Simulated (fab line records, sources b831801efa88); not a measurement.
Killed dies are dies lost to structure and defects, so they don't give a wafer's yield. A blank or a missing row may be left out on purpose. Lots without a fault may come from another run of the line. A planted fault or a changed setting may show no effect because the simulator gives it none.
Which tool did it? | flow gf180mcu | 15 lots, 45 wafers sampled, at 4 steps of a route of 602

WHAT THE GAUGES READ, wafer by wafer
GF_STI_THK_MEAS_02.
lot  | measured    | on            | STI_OXIDATION_THK (nm)
L203 | day 1 21:32 | film_metro-02 | 10.00 10.12 9.95
L204 | day 2 03:59 | film_metro-01 | 9.88 9.98 9.90
L205 | day 2 07:31 | film_metro-03 | 10.10 10.15 10.03
L207 | day 2 17:47 | film_metro-01 | 9.99 10.00 9.94
L208 | day 2 22:31 | film_metro-01 | 9.57 9.55 9.66
L209 | day 3 03:32 | film_metro-03 | 9.86 9.76 9.86
L210 | day 3 08:43 | film_metro-02 | 9.92 9.86 9.75
L211 | day 3 15:51 | film_metro-02 | 10.02 9.96 9.92
L212 | day 3 21:23 | film_metro-01 | 10.02 10.13 10.20
L214 | day 4 04:40 | film_metro-03 | 10.01 9.97 9.91
L217 | day 4 19:31 | film_metro-03 | 10.09 10.06 10.14
L218 | day 5 00:36 | film_metro-03 | 9.93 10.02 10.20
L219 | day 5 07:11 | film_metro-03 | 10.14 9.92 10.20
L220 | day 5 10:56 | film_metro-03 | 9.69 9.57 9.64
L224 | day 6 07:05 | film_metro-03 | 9.89 9.85 9.61

GF_MVSD_TW_MEAS_11.
lot  | measured    | on            | MVSD_TW
L203 | day 4 22:09 | film_metro-04 | 1563 1567 1551
L204 | day 5 06:23 | film_metro-02 | 1566 1578 1567
L205 | day 5 09:22 | film_metro-04 | 1552 1556 1561
L207 | day 6 05:38 | film_metro-02 | 1570 1573 1583
L208 | day 6 12:10 | film_metro-04 | 1564 1558 1556
L209 | day 6 13:52 | film_metro-04 | 1566 1559 1566
L210 | day 6 17:17 | film_metro-01 | 1580 1574 1570
L211 | day 7 01:29 | film_metro-02 | 1591 1588 1585
L212 | day 7 05:56 | film_metro-02 | 1582 1595 1588
L214 | day 7 15:20 | film_metro-01 | 1580 1580 1579
L217 | day 8 04:25 | film_metro-02 | 1566 1563 1575
L218 | day 8 11:54 | film_metro-02 | 1569 1573 1571
L219 | day 8 19:07 | film_metro-04 | 1545 1548 1546
L220 | day 8 23:20 | film_metro-01 | 1572 1564 1562
L224 | day 9 22:36 | film_metro-01 | 1569 1573 1574

WHICH TOOL RAN EACH LOT (tool, then ch and the chambers of the sampled wafers, then the start)
lot  | GF_MVSD_COAT_02                  | GF_MVSD_STRIP_10
L203 | litho_track-03 ch 0, day 4 15:11 | plasma_asher-02 ch 0,1, day 4 22:04
L204 | litho_track-04 ch 0, day 4 22:39 | plasma_asher-03 ch 0,1, day 5 06:16
L205 | litho_track-04 ch 0, day 5 01:43 | plasma_asher-02 ch 0,1, day 5 09:16
L207 | litho_track-03 ch 0, day 5 21:23 | plasma_asher-02 ch 0,1, day 6 05:32
L208 | litho_track-04 ch 0, day 6 03:49 | plasma_asher-03 ch 0, day 6 12:04
L209 | litho_track-01 ch 0, day 6 05:58 | plasma_asher-04 ch 0,1, day 6 13:46
L210 | litho_track-03 ch 0, day 6 09:19 | plasma_asher-02 ch 0,1, day 6 17:10
L211 | litho_track-03 ch 0, day 6 17:07 | plasma_asher-03 ch 0,1, day 7 01:22
L212 | litho_track-04 ch 0, day 6 21:46 | plasma_asher-03 ch 0,1, day 7 05:50
L214 | litho_track-03 ch 0, day 7 06:53 | plasma_asher-03 ch 1, day 7 15:14
L217 | litho_track-01 ch 0, day 7 20:47 | plasma_asher-03 ch 0,1, day 8 04:19
L218 | litho_track-01 ch 0, day 8 02:40 | plasma_asher-02 ch 0,1, day 8 11:48
L219 | litho_track-01 ch 0, day 8 10:05 | plasma_asher-04 ch 0,1, day 8 19:01
L220 | litho_track-01 ch 0, day 8 14:41 | plasma_asher-04 ch 0,1, day 8 23:15
L224 | litho_track-03 ch 0, day 9 13:07 | plasma_asher-03 ch 0,1, day 9 22:30
- GF_MVSD_COAT_02: resist thk 3000 nm.
- GF_MVSD_STRIP_10: strips in O2/N2.

WHAT THE TOOLS THEMSELVES READ (means of the sampled wafers that have a number; where no wafer has one, the mark that the record gives instead)
GF_MVSD_COAT_02.
lot  | tool           | chill_plate_temp_C (C)
L203 | litho_track-03 | 22.97
L204 | litho_track-04 | 23.06
L205 | litho_track-04 | 23.02
L207 | litho_track-03 | 22.84
L208 | litho_track-04 | 23.02
L209 | litho_track-01 | 22.95
L210 | litho_track-03 | 22.84
L211 | litho_track-03 | 23.01
L212 | litho_track-04 | 23.09
L214 | litho_track-03 | 23.05
L217 | litho_track-01 | 23.10
L218 | litho_track-01 | 23.01
L219 | litho_track-01 | 22.92
L220 | litho_track-01 | 23.07
L224 | litho_track-03 | 22.86

GF_MVSD_STRIP_10.
lot  | tool            | drypump_motor_current_A (A) | heater_power_w (W) | oes_product_au (a.u.) | platen_temp_c (C) | strip_time_to_endpoint_s (s)
L203 | plasma_asher-02 | 6.2                         | 346                | 0.730                 | 250.07            | 36.57
L204 | plasma_asher-03 | 6.0                         | 300                | 0.734                 | 249.74            | 36.75
L205 | plasma_asher-02 | 6.2                         | 351                | 0.725                 | 249.93            | 36.74
L207 | plasma_asher-02 | 6.2                         | 341                | 0.730                 | 249.72            | 36.80
L208 | plasma_asher-03 | 5.8                         | 314                | 0.730                 | 250.10            | 36.56
L209 | plasma_asher-04 | 6.1                         | 345                | 0.726                 | 249.95            | 36.89
L210 | plasma_asher-02 | 5.8                         | 323                | 0.727                 | 250.18            | 36.74
L211 | plasma_asher-03 | 5.9                         | 311                | 0.723                 | 249.83            | 36.70
L212 | plasma_asher-03 | 5.9                         | 311                | 0.728                 | 250.16            | 36.74
L214 | plasma_asher-03 | 6.0                         | 305                | 0.726                 | 250.08            | 36.70
L217 | plasma_asher-03 | 5.8                         | 305                | 0.729                 | 249.88            | 36.59
L218 | plasma_asher-02 | 5.9                         | 326                | 0.723                 | 250.14            | 21.41
L219 | plasma_asher-04 | 6.2                         | 345                | 0.717                 | 250.06            | 21.45
L220 | plasma_asher-04 | 6.2                         | 348                | 0.724                 | 250.02            | 21.51
L224 | plasma_asher-03 | 5.8                         | 310                | 0.728                 | 250.06            | 36.63

THE ANSWER, worked out from the rows above alone
Rule: what is usual is taken from the lots themselves. Put in order of their means at a reading, lots are off if they are a third of the lots or fewer, leave a main group of 4 or more, and stand apart from it by a gap of 3 or more times the standard deviation of the main group's means; of several such gaps the widest counts. A main group whose means are all the same, to the digits that the tables above print for the reading, isn't used. A lot without any number at a reading at which 4 lots or more have one is off too. The other lots that the step has rows for count as sound. The gauges are gone through in route order, then the tools' own readings, and for those a lot's mean is taken as printed above. The first step at which some lot is off is used, and at that step the reading that is off furthest; a lot without a number counts as furthest.
Off: L218, L219, L220, at GF_MVSD_STRIP_10 (strip_time_to_endpoint_s). The main group: mean 36.70 s, standard deviation 0.094.
A tool fits if, at that step or a process step before it, it ran every lot that is off, and no sound lot after the first of them. One fits: litho_track-01 at GF_MVSD_COAT_02. Its last sound lot is L217 (day 7 20:47), its first lot that is off L218 (day 8 02:40): a fault that began between those two fits.

WHAT THE SIMULATOR HAD PUT IN
Process parameter drift: litho_track-01, from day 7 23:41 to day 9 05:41, at GF_MVSD_COAT_02. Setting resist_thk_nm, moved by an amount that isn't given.
Lots struck among those shown: L218, L219, L220. The rule above found the same.
